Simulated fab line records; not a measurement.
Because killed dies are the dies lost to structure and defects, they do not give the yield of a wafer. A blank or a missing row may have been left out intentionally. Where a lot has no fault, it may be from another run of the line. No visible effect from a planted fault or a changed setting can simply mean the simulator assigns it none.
The tool behind it: which one? + flow gf180mcu + Sampling: 12 lots, 36 wafers, 5 of 602 route steps

## WHAT EACH GAUGE READ, for each wafer
GF_STI_CD_MEAS_12: the cd target is 220 nm. Usual: cd_nm reads 220.5 nm (standard deviation 1.2).
| lot  | measured    | on        | cd_nm (nm)        | flag |
|------|-------------|-----------|-------------------|------|
| L719 | day 2 02:50 | cd_sem-02 | 219.4 220.8 221.3 |      |
| L720 | day 2 07:29 | cd_sem-02 | 220.2 219.6 221.6 |      |
| L721 | day 2 11:38 | cd_sem-01 | 221.1 220.3 219.8 |      |
| L722 | day 2 18:07 | cd_sem-02 | 220.3 219.0 220.3 |      |
| L723 | day 2 22:50 | cd_sem-02 | 221.2 220.5 222.1 |      |
| L724 | day 3 04:11 | cd_sem-01 | 220.9 220.8 220.3 |      |
| L725 | day 3 08:19 | cd_sem-02 | 221.2 219.7 219.5 |      |
| L731 | day 4 13:32 | cd_sem-01 | 222.0 221.5 223.0 |      |
| L732 | day 4 18:59 | cd_sem-01 | 220.7 220.8 220.2 |      |
| L736 | day 5 16:40 | cd_sem-02 | 220.8 220.4 221.0 |      |
| L738 | day 6 02:29 | cd_sem-01 | 218.4 218.2 218.9 |      |
| L739 | day 6 07:43 | cd_sem-01 | 220.4 219.9 219.0 |      |

GF_STI_THK_MEAS_30. Usual: STI_OXIDATION_02_THK typically reads 10.02 nm, with standard deviation 0.15.
| lot  | measured    | on            | STI_OXIDATION_02_THK (nm) | flag |
|------|-------------|---------------|---------------------------|------|
| L719 | day 2 07:45 | film_metro-04 | 9.99 9.96 9.99            |      |
| L720 | day 2 11:53 | film_metro-02 | 10.11 10.06 10.08         |      |
| L721 | day 2 16:52 | film_metro-03 | 9.91 10.01 10.08          |      |
| L722 | day 3 00:00 | film_metro-02 | 9.95 10.00 9.97           |      |
| L723 | day 3 05:43 | film_metro-04 | 10.01 10.09 9.92          |      |
| L724 | day 3 12:32 | film_metro-04 | 10.39 10.35 10.24         |      |
| L725 | day 3 17:36 | film_metro-04 | 10.13 10.09 10.09         |      |
| L731 | day 4 18:08 | film_metro-04 | 9.99 10.08 10.09          |      |
| L732 | day 4 23:21 | film_metro-04 | 9.97 9.93 9.85            |      |
| L736 | day 5 21:01 | film_metro-02 | 10.03 10.15 10.12         |      |
| L738 | day 6 08:56 | film_metro-04 | 9.77 9.89 9.84            |      |
| L739 | day 6 12:56 | film_metro-03 | 10.04 10.09 10.01         |      |

GF_VT_IMPLANT_RS_MEAS_47: a four-point-probe measurement. Usual: NWELL_RS typically reads 488.1 ohm/sq, with standard deviation 1.
| lot  | measured     | on            | NWELL_RS (ohm/sq) | flag |
|------|--------------|---------------|-------------------|------|
| L719 | day 7 13:28  | film_metro-03 | 488.6 487.5 487.4 |      |
| L720 | day 7 19:23  | film_metro-01 | 488.3 489.0 489.7 |      |
| L721 | day 8 01:14  | film_metro-01 | 488.4 488.5 488.3 |      |
| L722 | day 8 11:46  | film_metro-01 | 487.6 489.0 488.3 |      |
| L723 | day 8 19:11  | film_metro-03 | 490.2 488.6 488.6 |      |
| L724 | day 9 05:20  | film_metro-03 | 487.3 486.6 485.8 |      |
| L725 | day 9 12:48  | film_metro-02 | 488.3 488.4 488.1 |      |
| L731 | day 11 03:52 | film_metro-03 | 499.2 497.7 498.3 | OFF  |
| L732 | day 11 08:06 | film_metro-02 | 499.0 498.5 499.1 | OFF  |
| L736 | day 12 16:21 | film_metro-02 | 486.6 486.8 488.5 |      |
| L738 | day 13 08:28 | film_metro-03 | 487.0 486.7 488.2 |      |
| L739 | day 13 13:07 | film_metro-02 | 489.2 489.5 488.8 |      |

GF_POLY_GATE_THK_MEAS_01. Usual: POLY_GATE_CVD_00_THK typically reads 200.6 nm, with standard deviation 2.
| lot  | measured     | on            | POLY_GATE_CVD_00_THK (nm) | flag |
|------|--------------|---------------|---------------------------|------|
| L719 | day 8 12:48  | film_metro-03 | 202.9 202.2 203.6         |      |
| L720 | day 8 18:16  | film_metro-04 | 202.0 201.8 202.3         |      |
| L721 | day 8 23:34  | film_metro-03 | 201.4 199.6 200.0         |      |
| L722 | day 9 14:28  | film_metro-04 | 203.4 201.1 203.4         |      |
| L723 | day 9 19:23  | film_metro-01 | 197.9 198.3 199.7         |      |
| L724 | day 10 04:50 | film_metro-04 | 200.8 198.0 199.5         |      |
| L725 | day 10 16:03 | film_metro-03 | 197.7 199.0 197.5         |      |
| L731 | day 12 07:36 | film_metro-01 | 200.0 199.9 200.2         |      |
| L732 | day 12 12:38 | film_metro-01 | 202.7 201.5 202.3         |      |
| L736 | day 13 19:37 | film_metro-01 | 198.1 199.7 197.9         |      |
| L738 | day 14 11:08 | film_metro-03 | 201.9 202.9 201.2         |      |
| L739 | day 14 16:02 | film_metro-04 | 201.1 200.3 200.7         |      |

## WHAT TOOL EACH LOT RAN ON (gives the tool, then ch and the chambers of the sampled wafers, and finally the start)
| lot  | GF_NWELL_IMPLANT_08            |
|------|--------------------------------|
| L719 | implanter-03 ch 0, day 3 09:44 |
| L720 | implanter-04 ch 0, day 3 13:19 |
| L721 | implanter-01 ch 0, day 3 17:51 |
| L722 | implanter-01 ch 0, day 4 01:20 |
| L723 | implanter-01 ch 0, day 4 06:14 |
| L724 | implanter-03 ch 0, day 4 13:30 |
| L725 | implanter-01 ch 0, day 4 18:42 |
| L731 | implanter-04 ch 0, day 5 23:02 |
| L732 | implanter-04 ch 0, day 6 02:56 |
| L736 | implanter-03 ch 0, day 7 04:07 |
| L738 | implanter-01 ch 0, day 7 17:35 |
| L739 | implanter-01 ch 0, day 7 21:20 |
- GF_NWELL_IMPLANT_08

## AS READ BY THE TOOLS THEMSELVES (means over the sampled wafers that have a number; for cases with no such wafer, the mark the record gives instead)
GF_NWELL_IMPLANT_08. Usual: beam_energy_keV 450.03, standard deviation 0.12; faraday_current_uA 84.9, standard deviation 1.6.
| lot  | tool         | beam_energy_keV | faraday_current_uA | flag |
|------|--------------|-----------------|--------------------|------|
| L719 | implanter-03 | 450.06          | 83.5               |      |
| L720 | implanter-04 | 449.99          | 84.3               |      |
| L721 | implanter-01 | 449.92          | 85.7               |      |
| L722 | implanter-01 | 449.96          | 84.1               |      |
| L723 | implanter-01 | 450.07          | 85.7               |      |
| L724 | implanter-03 | 449.86          | 84.0               |      |
| L725 | implanter-01 | 449.98          | 86.8               |      |
| L731 | implanter-04 | 398.40          | 85.1               | OFF  |
| L732 | implanter-04 | 398.43          | 83.3               | OFF  |
| L736 | implanter-03 | 450.13          | 85.8               |      |
| L738 | implanter-01 | 450.10          | 83.6               |      |
| L739 | implanter-01 | 449.91          | 86.0               |      |

## THE ANSWER, worked out from the rows above alone
Rule: a lot is off if the mean of its wafers that have a number lies more than 3 standard deviations from the usual mean. Also off: a lot with no number at a reading for which 4 or more lots have one. All remaining lots with rows at the step are treated as sound. First the gauges in route order, then the tools' own readings, where a lot's mean is used as printed above. The first step at which some lot is off is used, and at that step the reading that is off furthest; a lot without a number counts as furthest.
Off: L731, L732, at GF_VT_IMPLANT_RS_MEAS_47 (NWELL_RS).
A tool fits if, at a process step before that reading, it ran every lot that is off, and no sound lot after the first of them. The gauges at GF_VT_IMPLANT_RS_MEAS_47 aren't tried: what is off there is off at GF_NWELL_IMPLANT_08 too, on other tools, and a gauge's error can't cause that. One candidate fits, namely implanter-04 at GF_NWELL_IMPLANT_08. A fault onset in the window from L720 (day 3 13:19, its last sound lot) to L731 (day 5 23:02, its first lot off) fits.
On the lots that are off, the tool's own readings at GF_NWELL_IMPLANT_08 differ by more than 5 times the standard deviation of the sound lots' means, which bears it out; beam_energy_keV reads 398.41 there versus 450.00 on the sound lots.

## WHAT THE SIMULATOR PUT IN
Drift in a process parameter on implanter-04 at GF_NWELL_IMPLANT_08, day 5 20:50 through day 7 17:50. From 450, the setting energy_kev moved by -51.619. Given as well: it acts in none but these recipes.
Lots struck among those shown: L731, L732. The rule given above showed the same thing.
